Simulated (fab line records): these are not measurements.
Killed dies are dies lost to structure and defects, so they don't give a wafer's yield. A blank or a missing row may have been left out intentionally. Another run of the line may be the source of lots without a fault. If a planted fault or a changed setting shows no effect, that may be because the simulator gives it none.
Check for tools in common :: flow gf180mcu :: 13 lots and 42 wafers in the sample

== WHY THIS WAS OPENED ==
Flagged at GF_POLY_GATE_CD_MEAS_10: reading cd_nm, on 1 of 13 lots. Wafers without a fault read 279.9 nm, standard deviation 1.1.
Rule: a lot is flagged in two cases, either no wafer of it has a number, or all its wafers with numbers fall more than 4 standard deviations from that mean. As for the other lots, they are considered sound.

lot: L819
measured: day 9 07:38
on: cd_sem-02
cd_nm (nm), wafer by wafer: 277.9 278.5 278.5
flag: 

lot: L821
measured: day 9 22:49
on: cd_sem-02
cd_nm (nm), wafer by wafer: 280.3 279.4 279.5
flag: 

lot: L822
measured: day 10 06:48
on: cd_sem-02
cd_nm (nm), wafer by wafer: 278.8 280.2 279.5
flag: 

lot: L823
measured: day 10 12:05
on: cd_sem-02
cd_nm (nm), wafer by wafer: 278.6 279.8 279.3
flag: 

lot: L824
measured: day 10 18:16
on: cd_sem-01
cd_nm (nm), wafer by wafer: 321.7 323.6 323.5 321.5 323.3 323.4
flag: FLAGGED

lot: L834
measured: day 13 21:14
on: cd_sem-02
cd_nm (nm), wafer by wafer: 279.4 278.9 279.1
flag: 

lot: L835
measured: day 13 22:59
on: cd_sem-02
cd_nm (nm), wafer by wafer: 281.0 282.3 282.3
flag: 

lot: L836
measured: day 14 09:15
on: cd_sem-02
cd_nm (nm), wafer by wafer: 280.1 280.4 280.8
flag: 

lot: L837
measured: day 14 14:40
on: cd_sem-02
cd_nm (nm), wafer by wafer: 278.3 278.7 279.5
flag: 

lot: L838
measured: day 14 19:43
on: cd_sem-01
cd_nm (nm), wafer by wafer: 277.1 277.0 278.5
flag: 

lot: L839
measured: day 15 02:16
on: cd_sem-01
cd_nm (nm), wafer by wafer: 279.7 280.9 281.1
flag: 

lot: L840
measured: day 15 06:12
on: cd_sem-01
cd_nm (nm), wafer by wafer: 280.1 280.8 280.3
flag: 

lot: L842
measured: day 16 01:29
on: cd_sem-02
cd_nm (nm), wafer by wafer: 281.5 281.8 280.7
flag: 
The numbers of the flagged lots are 322.8 nm on average: +42.9 nm against the usual, or +39 standard deviations.

== WHICH TOOL EACH LOT WENT THROUGH ==
The record holds 1 process step before the reading, out of a route of 602 steps. Every cell lists first the tool, next ch and the chambers used by the sampled wafers, and last the start.
lot: L819
flag: 
GF_POLY_GATE_EXPOSE_07: krf_scanner-02 ch 0, day 8 23:06

lot: L821
flag: 
GF_POLY_GATE_EXPOSE_07: krf_scanner-02 ch 0, day 9 14:11

lot: L822
flag: 
GF_POLY_GATE_EXPOSE_07: krf_scanner-01 ch 0, day 9 22:18

lot: L823
flag: 
GF_POLY_GATE_EXPOSE_07: krf_scanner-02 ch 0, day 10 03:32

lot: L824
flag: FLAGGED
GF_POLY_GATE_EXPOSE_07: krf_scanner-02 ch 0, day 10 09:55

lot: L834
flag: 
GF_POLY_GATE_EXPOSE_07: krf_scanner-01 ch 0, day 13 10:58

lot: L835
flag: 
GF_POLY_GATE_EXPOSE_07: krf_scanner-02 ch 0, day 13 13:08

lot: L836
flag: 
GF_POLY_GATE_EXPOSE_07: krf_scanner-02 ch 0, day 13 23:33

lot: L837
flag: 
GF_POLY_GATE_EXPOSE_07: krf_scanner-02 ch 0, day 14 05:04

lot: L838
flag: 
GF_POLY_GATE_EXPOSE_07: krf_scanner-02 ch 0, day 14 09:11

lot: L839
flag: 
GF_POLY_GATE_EXPOSE_07: krf_scanner-02 ch 0, day 14 15:46

lot: L840
flag: 
GF_POLY_GATE_EXPOSE_07: krf_scanner-02 ch 0, day 14 20:13

lot: L842
flag: 
GF_POLY_GATE_EXPOSE_07: krf_scanner-01 ch 0, day 15 14:48
What these steps do:
- GF_POLY_GATE_EXPOSE_07: exposes mask Poly2, target cd 280 nm.
- GF_POLY_GATE_CD_MEAS_10: target cd 280 nm.

== FLAGGED AGAINST TOTAL, ONE TOOL AT A TIME (gauges that did the reading follow at the end) ==
step: GF_POLY_GATE_EXPOSE_07
tool: krf_scanner-01
lots run: 3
flagged: 0
share of the flagged lots: none
sound lots run after its first flagged lot: -

step: GF_POLY_GATE_EXPOSE_07
tool: krf_scanner-02
lots run: 10
flagged: 1
share of the flagged lots: all
sound lots run after its first flagged lot: 6 (L835,L836,L837,L838,L839,L840)

step: GF_POLY_GATE_CD_MEAS_10
tool: cd_sem-01
lots run: 4
flagged: 1
share of the flagged lots: all
sound lots run after its first flagged lot: 3 (L838,L839,L840)

step: GF_POLY_GATE_CD_MEAS_10
tool: cd_sem-02
lots run: 9
flagged: 0
share of the flagged lots: none
sound lots run after its first flagged lot: -

== WHAT THE TABLE ALLOWS ==
Table rows that saw every flagged lot: 2, namely krf_scanner-02 at GF_POLY_GATE_EXPOSE_07 and cd_sem-01 at GF_POLY_GATE_CD_MEAS_10.
- krf_scanner-02 at GF_POLY_GATE_EXPOSE_07 ran 10 lots, 1 of them flagged. Sound lots ran on it after the first flagged one (L835, L836, L837, L838, L839, L840), which a lasting fault on the whole tool wouldn't allow.
- cd_sem-01 at GF_POLY_GATE_CD_MEAS_10 ran 4 lots, 1 of them flagged. Sound lots ran on it after the first flagged one (L838, L839, L840), which a lasting fault on the whole tool wouldn't allow.
None of the table's rows ran every flagged lot and, after the first, no sound lot.

== WHAT THE SIMULATOR HAD INSERTED ==
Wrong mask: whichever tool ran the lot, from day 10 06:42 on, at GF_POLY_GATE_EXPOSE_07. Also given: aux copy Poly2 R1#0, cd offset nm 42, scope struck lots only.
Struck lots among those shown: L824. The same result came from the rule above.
